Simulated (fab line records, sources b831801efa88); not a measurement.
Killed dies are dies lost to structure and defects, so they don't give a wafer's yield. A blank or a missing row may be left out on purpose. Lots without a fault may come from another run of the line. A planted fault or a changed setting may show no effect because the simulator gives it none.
Which tool did it? | flow sky130 | 11 lots, 33 wafers sampled, at 5 steps of a route of 708

WHAT THE GAUGES READ, wafer by wafer
SKY_VIA3_RS_MEAS_22: measures by four-point-probe. Usual: VIA3_W_RS 0.294 ohm/sq, standard deviation 0.0051.
lot  | measured     | on            | VIA3_W_RS (ohm/sq) | flag
L233 | day 40 10:50 | film_metro-01 | 0.299 0.286 0.301  |
L234 | day 40 21:38 | film_metro-01 | 0.296 0.287 0.304  |
L236 | day 41 08:25 | film_metro-02 | 0.289 0.292 0.287  |
L238 | day 41 22:55 | film_metro-01 | 0.292 0.294 0.294  |
L240 | day 42 08:35 | film_metro-01 | 0.292 0.290 0.292  |
L241 | day 42 16:53 | film_metro-04 | 0.286 0.288 0.293  |
L244 | day 43 09:28 | film_metro-04 | 0.289 0.290 0.290  |
L245 | day 43 23:01 | film_metro-01 | 0.291 0.289 0.303  |
L246 | day 44 02:44 | film_metro-04 | 0.290 0.287 0.292  |
L253 | day 45 21:25 | film_metro-04 | 0.330 0.311 0.330  | OFF
L254 | day 46 09:57 | film_metro-04 | 0.324 0.327 0.314  | OFF

SKY_VIA3_THK_MEAS_23: measures by xrf. Usual: VIA3_W_THK 398 nm, standard deviation 7.7.
lot  | measured     | on            | VIA3_W_THK (nm) | flag
L233 | day 40 10:56 | film_metro-01 | 393 411 391     |
L234 | day 40 21:46 | film_metro-01 | 396 407 388     |
L236 | day 41 08:32 | film_metro-02 | 406 399 406     |
L238 | day 41 23:00 | film_metro-01 | 400 399 399     |
L240 | day 42 08:41 | film_metro-01 | 403 404 399     |
L241 | day 42 17:00 | film_metro-04 | 408 406 397     |
L244 | day 43 09:35 | film_metro-04 | 401 400 400     |
L245 | day 43 23:08 | film_metro-01 | 399 403 385     |
L246 | day 44 02:50 | film_metro-04 | 404 410 401     |
L253 | day 45 21:32 | film_metro-04 | 352 371 350     | OFF
L254 | day 46 10:04 | film_metro-04 | 361 357 374     | OFF

WHICH TOOL RAN EACH LOT (tool, then ch and the chambers of the sampled wafers, then the start)
lot  | SKY_METAL1_DESCUM_17              | SKY_METAL2_SPUTTER_01        | SKY_VIA3_CVD_21
L233 | rie_metal-01 ch 0,1, day 33 14:05 | pvd_sputter-04, day 34 19:28 | cvd_w-02 ch 0,1, day 40 10:43
L234 | rie_metal-01 ch 1, day 34 04:20   | pvd_sputter-03, day 35 09:07 | cvd_w-02 ch 0,1, day 40 21:31
L236 | rie_metal-01 ch 0,1, day 34 14:47 | pvd_sputter-04, day 35 19:54 | cvd_w-01 ch 0,1, day 41 08:17
L238 | rie_metal-04 ch 0, day 35 06:22   | pvd_sputter-03, day 36 11:10 | cvd_w-01 ch 0,1, day 41 22:46
L240 | rie_metal-02 ch 0,1, day 35 17:36 | pvd_sputter-03, day 36 22:50 | cvd_w-01 ch 0,1, day 42 08:26
L241 | rie_metal-04 ch 0, day 36 02:09   | pvd_sputter-02, day 37 07:10 | cvd_w-01 ch 0,1, day 42 16:44
L244 | rie_metal-02 ch 0,1, day 36 22:14 | pvd_sputter-02, day 38 01:58 | cvd_w-01 ch 0, day 43 09:20
L245 | rie_metal-04 ch 1, day 37 10:44   | pvd_sputter-02, day 38 17:19 | cvd_w-02 ch 0,1, day 43 22:54
L246 | rie_metal-01 ch 0,1, day 37 17:11 | pvd_sputter-02, day 38 20:52 | cvd_w-01 ch 0,1, day 44 02:35
L253 | rie_metal-02 ch 0, day 39 16:56   | pvd_sputter-03, day 40 20:14 | cvd_w-02 ch 0,1, day 45 21:17
L254 | rie_metal-02 ch 0, day 40 08:11   | pvd_sputter-03, day 41 11:36 | cvd_w-02 ch 0,1, day 46 09:50
- SKY_METAL1_DESCUM_17: chemistry O2, time 8 s.
- SKY_METAL2_SPUTTER_01: material TiN, target thk 20 nm, time 16.7 s.
- SKY_VIA3_CVD_21: deposits W, target thk 390 nm, time 117.31 s.

WHAT THE TOOLS THEMSELVES READ (means of the sampled wafers that have a number; where no wafer has one, the mark that the record gives instead)
SKY_METAL1_DESCUM_17. Usual: drypump_motor_current_A 6.0 A, standard deviation 0.37; oes_product_au 1.002 a.u., standard deviation 0.0099.
lot  | tool         | drypump_motor_current_A (A) | oes_product_au (a.u.) | flag
L233 | rie_metal-01 | 6.2                         | 1.005                 |
L234 | rie_metal-01 | 6.2                         | 0.999                 |
L236 | rie_metal-01 | 6.2                         | 1.010                 |
L238 | rie_metal-04 | 5.8                         | 1.003                 |
L240 | rie_metal-02 | 6.3                         | 0.988                 |
L241 | rie_metal-04 | 5.8                         | 1.002                 |
L244 | rie_metal-02 | 6.1                         | 0.996                 |
L245 | rie_metal-04 | 5.4                         | 1.012                 |
L246 | rie_metal-01 | 6.2                         | 1.009                 |
L253 | rie_metal-02 | 5.8                         | 0.998                 |
L254 | rie_metal-02 | 5.8                         | 1.004                 |

SKY_METAL2_SPUTTER_01. Usual: throttle_valve_pct 29.7 %, standard deviation 1.2.
lot  | tool           | throttle_valve_pct (%) | flag
L233 | pvd_sputter-04 | 29.7                   |
L234 | pvd_sputter-03 | 29.7                   |
L236 | pvd_sputter-04 | 28.5                   |
L238 | pvd_sputter-03 | 29.8                   |
L240 | pvd_sputter-03 | 30.9                   |
L241 | pvd_sputter-02 | 28.7                   |
L244 | pvd_sputter-02 | 28.9                   |
L245 | pvd_sputter-02 | 28.9                   |
L246 | pvd_sputter-02 | 29.1                   |
L253 | pvd_sputter-03 | 30.2                   |
L254 | pvd_sputter-03 | 30.1                   |

SKY_VIA3_CVD_21. Usual: chamber_pressure_Torr 40.01 Torr, standard deviation 0.086; heater_power_w 790 W, standard deviation 73.
lot  | tool     | chamber_pressure_Torr (Torr) | heater_power_w (W) | flag
L233 | cvd_w-02 | 40.05                        | 754                |
L234 | cvd_w-02 | 39.94                        | 758                |
L236 | cvd_w-01 | 40.07                        | 787                |
L238 | cvd_w-01 | 40.09                        | 787                |
L240 | cvd_w-01 | 40.00                        | 813                |
L241 | cvd_w-01 | 40.09                        | 779                |
L244 | cvd_w-01 | 39.94                        | 771                |
L245 | cvd_w-02 | 40.07                        | 822                |
L246 | cvd_w-01 | 40.02                        | 790                |
L253 | cvd_w-02 | 34.06                        | 759                | OFF
L254 | cvd_w-02 | 34.04                        | 764                | OFF

THE ANSWER, worked out from the rows above alone
Rule: a lot is off if the mean of its wafers that have a number lies more than 3 standard deviations from the usual mean. A lot without any number at a reading at which 4 lots or more have one is off too. The other lots that the step has rows for count as sound. The gauges are gone through in route order, then the tools' own readings, and for those a lot's mean is taken as printed above. The first step at which some lot is off is used, and at that step the reading that is off furthest; a lot without a number counts as furthest.
Off: L253, L254, at SKY_VIA3_RS_MEAS_22 (VIA3_W_RS).
A tool fits if, at a process step before that reading, it ran every lot that is off, and no sound lot after the first of them. The gauges at SKY_VIA3_RS_MEAS_22 aren't tried: what is off there is off at SKY_VIA3_CVD_21 too, on other tools, and a gauge's error can't cause that. Can't be told from this: 3 tools fit, rie_metal-02 at SKY_METAL1_DESCUM_17, pvd_sputter-03 at SKY_METAL2_SPUTTER_01, cvd_w-02 at SKY_VIA3_CVD_21.

WHAT THE SIMULATOR HAD PUT IN
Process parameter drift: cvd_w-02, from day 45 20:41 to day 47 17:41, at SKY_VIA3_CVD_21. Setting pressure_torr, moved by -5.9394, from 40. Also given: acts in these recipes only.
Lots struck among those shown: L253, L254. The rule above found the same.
